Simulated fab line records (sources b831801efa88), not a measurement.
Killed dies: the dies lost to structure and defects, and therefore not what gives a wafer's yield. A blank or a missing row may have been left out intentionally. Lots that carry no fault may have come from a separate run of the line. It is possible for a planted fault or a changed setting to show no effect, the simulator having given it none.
Matching of chambers -- flow gf180mcu -- GF_SAB_CVD_00 on pecvd-01: 3 sister chambers
The step deposits SiO2 from TEOS, target thk 50 nm, time 4.9302 s. 3 wafers are shown with their chamber, then 7 later ones without.

## WAFERS, EACH WITH ITS CHAMBER
wafer,chamber,heater power w (W)
L819.5,2,715
L826.4,1,503
L829.5,0,667

## WAFERS WHOSE CHAMBER IS MISSING
wafer,heater power w (W)
L829.6,697
L831.1,654
L831.2,556
L831.4,656
L833.1,575
L833.2,756
L833.6,727

## WHICH CHAMBER EACH WENT THROUGH
wafer,from the rows above,in truth
L829.6,can't be placed: 2 or 0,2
L831.1,can't be placed: 0 or 2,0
L831.2,can't be placed: 1 or 0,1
L831.4,can't be placed: 0 or 2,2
L833.1,can't be placed: 1 or 0 or 2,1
L833.2,can't be placed: 2 or 0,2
L833.6,can't be placed: 2 or 0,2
Correct placement for 0 of the 7. From these rows, 7 cannot be placed; in 7 the true chamber is one of the candidates. 0 placed wrongly.
How it was worked out, from the rows above alone: a wafer's distance from a chamber is the root of the sum, over the readings, of the square of ((its reading less the chamber's mean) divided by the reading's scatter). The wafer belongs to the nearest chamber; if the next one is less than 2 further off, it can't be placed. A chamber's mean is the mean of its shown wafers. The scatter (one wafer shown for each chamber): square how far every hidden wafer sits from the nearest shown wafer, average those squares and take the square root.
